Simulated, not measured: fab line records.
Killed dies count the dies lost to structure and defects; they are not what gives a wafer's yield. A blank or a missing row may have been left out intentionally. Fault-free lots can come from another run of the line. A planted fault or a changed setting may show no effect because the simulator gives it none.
Which tool is to blame? -- flow gf180mcu -- Sampling: 14 lots, 42 wafers, 5 of 602 route steps

## WHAT THE GAUGES READ, wafer by wafer
GF_VT_IMPLANT_RS_MEAS_48: the measuring method here is four-point-probe.
lot,measured,on,LVPWELL_RS (ohm/sq)
L330,day 7 13:50,filmMetro-03,1199 1201 1199
L331,day 8 00:10,filmMetro-03,1199 1199 1200
L332,day 8 04:29,filmMetro-03,1200 1197 1198
L333,day 8 12:11,filmMetro-04,1195 1199 1199
L335,day 9 02:52,filmMetro-03,1198 1200 1201
L336,day 9 05:07,filmMetro-03,1196 1196 1194
L337,day 9 22:46,filmMetro-03,1193 1197 1195
L338,day 10 03:44,filmMetro-01,1194 1196 1195
L339,day 10 06:56,filmMetro-03,1189 1189 1188
L344,day 11 17:34,filmMetro-01,1183 1187 1187
L347,day 12 11:26,filmMetro-03,1197 1203 1199
L350,day 13 07:37,filmMetro-01,1191 1190 1192
L351,day 13 15:01,filmMetro-01,1192 1191 1193
L353,day 14 03:41,filmMetro-04,1193 1188 1195

GF_V1_THK_MEAS_03.
lot,measured,on,V1_CVD_02_THK (nm)
L330,day 17 04:53,filmMetro-04,841 845 852
L331,day 17 23:14,filmMetro-04,824 836 851
L332,day 18 03:26,filmMetro-01,843 856 863
L333,day 18 15:31,filmMetro-04,852 864 852
L335,day 19 13:42,filmMetro-04,855 857 870
L336,day 19 17:41,filmMetro-04,844 838 857
L337,day 20 15:29,filmMetro-02,843 831 833
L338,day 20 21:50,filmMetro-02,871 860 863
L339,day 20 23:05,filmMetro-01,859 861 865
L344,day 22 20:07,filmMetro-04,857 852 869
L347,day 23 16:46,filmMetro-04,836 824 843
L350,day 24 16:36,filmMetro-02,830 826 843
L351,day 25 04:28,filmMetro-02,833 834 855
L353,day 25 12:31,filmMetro-04,858 855 869

## WHAT TOOL EACH LOT RAN ON (gives the tool, then ch and the chambers of the sampled wafers, and finally the start)
lot,GF_LVPWELL_IMPLANT_09,GF_HV_LDD_RTA_52,GF_V1_CVD_02
L330,"implanter-02 ch 0, day 3 20:27","rtpAnneal-01 ch 0, day 12 10:27","pecvd-03 ch 0,2, day 17 04:49"
L331,"implanter-03 ch 0, day 4 02:52","rtpAnneal-01 ch 0, day 13 01:15","pecvd-03 ch 0,2, day 17 23:11"
L332,"implanter-02 ch 0, day 4 07:51","rtpAnneal-02 ch 0, day 13 03:34","pecvd-03 ch 0,1,2, day 18 03:21"
L333,"implanter-02 ch 0, day 4 13:50","rtpAnneal-01 ch 0, day 13 14:29","pecvd-02 ch 0,2, day 18 15:26"
L335,"implanter-01 ch 0, day 5 01:34","rtpAnneal-01 ch 0, day 14 08:58","pecvd-02 ch 0,2, day 19 13:37"
L336,"implanter-01 ch 0, day 5 05:16","rtpAnneal-02 ch 0, day 14 10:44","pecvd-03 ch 0,1, day 19 17:37"
L337,"implanter-03 ch 0, day 5 17:43","rtpAnneal-02 ch 0, day 15 07:53","pecvd-03 ch 0,1,2, day 20 15:25"
L338,"implanter-01 ch 0, day 5 22:29","rtpAnneal-02 ch 0, day 15 14:29","pecvd-02 ch 0,1,2, day 20 21:46"
L339,"implanter-03 ch 0, day 6 00:44","rtpAnneal-01 ch 0, day 15 15:23","pecvd-01 ch 0,1,2, day 20 23:01"
L344,"implanter-03 ch 0, day 7 07:23","rtpAnneal-02 ch 0, day 17 10:52","pecvd-01 ch 1,2, day 22 20:02"
L347,"implanter-02 ch 0, day 7 23:17","rtpAnneal-02 ch 0, day 18 08:05","pecvd-03 ch 1,2, day 23 16:41"
L350,"implanter-02 ch 0, day 8 15:01","rtpAnneal-02 ch 0, day 19 09:00","pecvd-03 ch 0,1,2, day 24 16:32"
L351,"implanter-01 ch 0, day 8 20:02","rtpAnneal-01 ch 0, day 19 21:45","pecvd-03 ch 1,2, day 25 04:23"
L353,"implanter-02 ch 0, day 9 08:14","rtpAnneal-02 ch 0, day 20 07:33","pecvd-01 ch 1,2, day 25 12:26"
- GF_LVPWELL_IMPLANT_09
- GF_HV_LDD_RTA_52: time 10 s.
- GF_V1_CVD_02: deposits SiO2 from TEOS, target thk 850 nm, time 94.851 s.

## AS READ BY THE TOOLS THEMSELVES (means over the sampled wafers that have a number; for cases with no such wafer, the mark the record gives instead)
GF_LVPWELL_IMPLANT_09.
lot,tool,beamEnergyKeV
L330,implanter-02,59.985
L331,implanter-03,59.988
L332,implanter-02,60.008
L333,implanter-02,59.992
L335,implanter-01,59.991
L336,implanter-01,60.007
L337,implanter-03,59.996
L338,implanter-01,60.013
L339,implanter-03,53.920
L344,implanter-03,53.923
L347,implanter-02,59.984
L350,implanter-02,59.969
L351,implanter-01,60.017
L353,implanter-02,60.023

GF_HV_LDD_RTA_52.
lot,tool,chamberO2Ppm,lampPowerPct (%),wafer_temp_C_max
L330,rtpAnneal-01,1.984,33.2,1003.9
L331,rtpAnneal-01,1.998,33.2,1003.7
L332,rtpAnneal-02,2.018,28.0,1007.0
L333,rtpAnneal-01,2.018,33.2,1004.4
L335,rtpAnneal-01,1.984,33.2,1004.4
L336,rtpAnneal-02,1.993,28.0,1007.2
L337,rtpAnneal-02,2.000,28.0,1007.1
L338,rtpAnneal-02,2.004,28.0,1006.1
L339,rtpAnneal-01,1.996,33.2,1003.0
L344,rtpAnneal-02,1.988,28.0,1006.3
L347,rtpAnneal-02,1.974,28.0,1006.5
L350,rtpAnneal-02,1.981,28.0,1006.3
L351,rtpAnneal-01,2.007,33.2,1003.0
L353,rtpAnneal-02,1.999,28.0,1007.6

GF_V1_CVD_02.
lot,tool,heaterPowerW (W)
L330,pecvd-03,797
L331,pecvd-03,747
L332,pecvd-03,751
L333,pecvd-02,741
L335,pecvd-02,815
L336,pecvd-03,706
L337,pecvd-03,765
L338,pecvd-02,786
L339,pecvd-01,611
L344,pecvd-01,617
L347,pecvd-03,726
L350,pecvd-03,713
L351,pecvd-03,713
L353,pecvd-01,633

## THE ANSWER, worked out from the rows above alone
Rule: what is usual is taken from the lots themselves. Put in order of their means at a reading, lots are off if they are a third of the lots or fewer, leave a main group of 4 or more, and stand apart from it by a gap of 3 or more times the standard deviation of the main group's means; of several such gaps the widest counts. The tables above print the reading to a certain number of digits; a main group whose means all agree to those digits is not used. Also off: a lot with no number at a reading for which 4 or more lots have one. Any other lot the step has rows for is counted as sound. After the gauges, taken in route order, come the tools' own readings; for these a lot's mean is taken, as printed above. At the first step where some lot is off, the reading lying furthest off is the one used; lots without a number count as furthest.
Off: L339, L344 (GF_LVPWELL_IMPLANT_09, beamEnergyKeV). Main group: mean 59.998, sd 0.015.
A tool fits if, at that step or a process step before it, it ran every lot that is off, and no sound lot after the first of them. One fits: GF_LVPWELL_IMPLANT_09 on implanter-03. A fault onset in the window from L337 (day 5 17:43, its last sound lot) to L339 (day 6 00:44, its first lot off) fits.
On the lots that are off, the tool's own readings at GF_LVPWELL_IMPLANT_09 differ by more than 5 times the standard deviation of the sound lots' means, which bears it out; beamEnergyKeV reads 53.922 there versus 59.998 on the sound lots.

## WHAT WAS PUT IN BY THE SIMULATOR
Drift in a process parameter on implanter-03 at GF_LVPWELL_IMPLANT_09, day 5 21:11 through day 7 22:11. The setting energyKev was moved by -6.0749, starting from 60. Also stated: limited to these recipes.
Lots struck among those shown: L339, L344. The same result came from the rule above.
